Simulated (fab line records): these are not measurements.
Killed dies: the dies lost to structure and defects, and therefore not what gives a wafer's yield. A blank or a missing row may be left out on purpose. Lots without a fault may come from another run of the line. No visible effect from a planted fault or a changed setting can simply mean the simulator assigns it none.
One fault through the eyes of 2 desks -- flow gf180mcu -- each desk has only its own numbers; what lay behind them comes last

## DESK OF THE TOOL OWNER: ilineStepper-01
The tool's own readings at GF_MIM_EXPOSE_16 (exposes mask FuseTop, target cd 2000 nm): means of the sampled wafers that have a number, for each lot that ran on this tool. Any lot whose mean is over 4 standard deviations away from the usual mean is out of limits and marked OUT; that distance is given in the brackets.
Columns: A = exposureDoseMJCm2 at GF_MIM_EXPOSE_16, usual 140.02; B = focusOffsetNm at GF_MIM_EXPOSE_16, usual 0.0 nm
lot,first seen here,A,B
L545,day 28 02:47,140.08,0.1
L548,day 29 02:58,140.07,0.2
Result from this desk: across the 2 lots, nothing is out of limits.

## FROM THE METROLOGY DESK
What the gauges read, lot by lot, whatever tool the lot ran on: means of the sampled wafers that have a number. Any lot whose mean is over 4 standard deviations away from the usual mean is out of limits and marked OUT; that distance is given in the brackets.
Columns: A = MIM_CVD_05_THK at GF_MIM_THK_MEAS_06, usual 42.1 nm; B = MIM_ALCU_RS at GF_MIM_RS_MEAS_10, usual 0.1601 ohm/sq; C = MIM_ALCU_THK at GF_MIM_THK_MEAS_11, usual 200 nm
lot,first seen here,A,B,C
L538,day 25 06:28,42.4,0.1617,199
L545,day 27 16:08,42.6,0.1605,198
L548,day 28 17:20,42.1,0.1596,200
L552,day 29 17:31,41.8,0.1620,197
L553,day 30 04:54,42.1,0.1613,198
L554,day 30 11:26,41.7,0.1581,202
Result from this desk: across the 6 lots, nothing is out of limits.

## BROUGHT TOGETHER
The desk of the tool owner found nothing out of limits.
At the metrology desk, nothing out of limits was observed.

## WHAT THE SIMULATOR HAD PUT IN
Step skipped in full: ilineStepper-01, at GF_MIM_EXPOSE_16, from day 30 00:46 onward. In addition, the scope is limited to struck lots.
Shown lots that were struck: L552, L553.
